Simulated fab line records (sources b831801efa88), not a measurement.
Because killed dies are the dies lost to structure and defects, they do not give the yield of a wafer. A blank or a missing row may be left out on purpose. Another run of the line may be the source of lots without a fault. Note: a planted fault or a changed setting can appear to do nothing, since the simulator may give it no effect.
Split-lot experiment | flow gf180mcu | on a route of 602 steps: 5 lots, 23 wafers read

== THE SPLIT ==
At GF_TOP_METAL_DEVELOP_13 (develop time 60 s), the setting develop-time-s was moved away from the recipe's 60 s on 8 of the 23 wafers read, by -4.1% to +13.0%. For the rest of the wafers, this setting stayed at what the recipe calls for.

There is no step in the file separating the split from the reading.

== THE READING ==
Shown in nm: cd-nm at GF_TOP_METAL_CD_MEAS_14, with target cd 440 nm. Fault-free wafers of this fab line usually give 440.2 nm, standard deviation 2.2 nm.

wafer  | tool, chamber at the split | develop-time-s as run, s | against the recipe | cd-nm, nm | against lot-mates on the recipe
L075.2 | litho-track-02, 0          | 60                       | recipe             | 438.8     | -
L075.3 | litho-track-02, 0          | 60                       | recipe             | 438.4     | -
L075.4 | litho-track-02, 0          | 57.56                    | -4.1%              | 443.8     | +4.6
L075.5 | litho-track-02, 0          | 57.56                    | -4.1%              | 444.6     | +5.4
L075.6 | litho-track-02, 0          | 60                       | recipe             | 440.5     | -
L078.1 | litho-track-02, 0          | 60                       | recipe             | 445.4     | -
L078.2 | litho-track-02, 0          | 60                       | recipe             | 445.3     | -
L078.3 | litho-track-02, 0          | 60                       | recipe             | 443.9     | -
L078.5 | litho-track-02, 0          | 60                       | recipe             | 442.9     | -
L078.6 | litho-track-02, 0          | 60                       | recipe             | 445.7     | -
L079.1 | litho-track-02, 0          | 67.8                     | +13.0%             | 424.8     | -13.6
L079.2 | litho-track-02, 0          | 67.8                     | +13.0%             | 426.3     | -12.1
L079.3 | litho-track-02, 0          | 60                       | recipe             | 438.1     | -
L079.5 | litho-track-02, 0          | 60                       | recipe             | 438.7     | -
L079.6 | litho-track-02, 0          | 67.8                     | +13.0%             | 426.7     | -11.7
L080.2 | litho-track-02, 0          | 60                       | recipe             | 436.0     | -
L080.5 | litho-track-02, 0          | 60                       | recipe             | 438.8     | -
L080.6 | litho-track-02, 0          | 60                       | recipe             | 436.5     | -
L083.1 | litho-track-03, 0          | 64.19                    | +7.0%              | 434.9     | -7.4
L083.2 | litho-track-03, 0          | 64.19                    | +7.0%              | 435.8     | -6.4
L083.3 | litho-track-03, 0          | 60                       | recipe             | 443.5     | -
L083.4 | litho-track-03, 0          | 60                       | recipe             | 441.0     | -
L083.5 | litho-track-03, 0          | 64.19                    | +7.0%              | 435.7     | -6.6

FIT RESULTS
A straight line over all 23 wafers: cd-nm changes by -1.06 nm for each +1% of develop-time-s; r = -0.89; the points scatter about the line by 2.9 nm.
The same after taking each lot's own level away (the mean of its wafers on the recipe; 23 wafers): -0.985 nm for each +1%; r = -0.98; scatter 0.99 nm.
The reading moves by 13 nm for the largest change in develop-time-s, on that fit.
The lots' own levels span 437.10 to 444.64 nm, that is 3.4 times the standard deviation above.
The two slopes agree, so the slope changes little with the lot-to-lot level.
Check: for one of the wafers moved furthest among these (+13.0%), held out of the fit, the line's prediction against its lot-mates is -12.4 nm. Against them it came out at -13.6 nm.

== THESE WAFERS: OTHER SPLITS ==
Before the reading, these wafers also passed through other splits. Each is held against what the fit with the lots' levels taken away leaves over:
other split on the same wafers       | wafers away from the commonest value | r with cd-nm (lot level and that fit taken away)
GF_M3_SPUTTER_02 chamber-pressure-pa | 18                                   | +0.14
GF_V3_CVD_00 sih4-flow-sccm          | 9                                    | -0.31
GF_V3_SPUTTER_22 time-s              | 4                                    | -0.09
GF_V4_COAT_09 resist-thk-nm          | 6                                    | +0.10
GF_V4_PEB_12 peb-time-s              | 12                                   | +0.21
GF_V4_SPUTTER_22 time-s              | 12                                   | +0.04
GF_MIM_SPUTTER_04 power-w            | 12                                   | -0.08
GF_M5_PEB_05 peb-time-s              | 8                                    | -0.04
GF_V5_CVD_00 sih4-flow-sccm          | 9                                    | +0.11
GF_V5_CMP_04 leave-above-ref-nm      | 9                                    | -0.07

== FILE'S OWN FIT ==
cd-nm changes by -0.979 nm for each +1% of develop-time-s, r = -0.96.
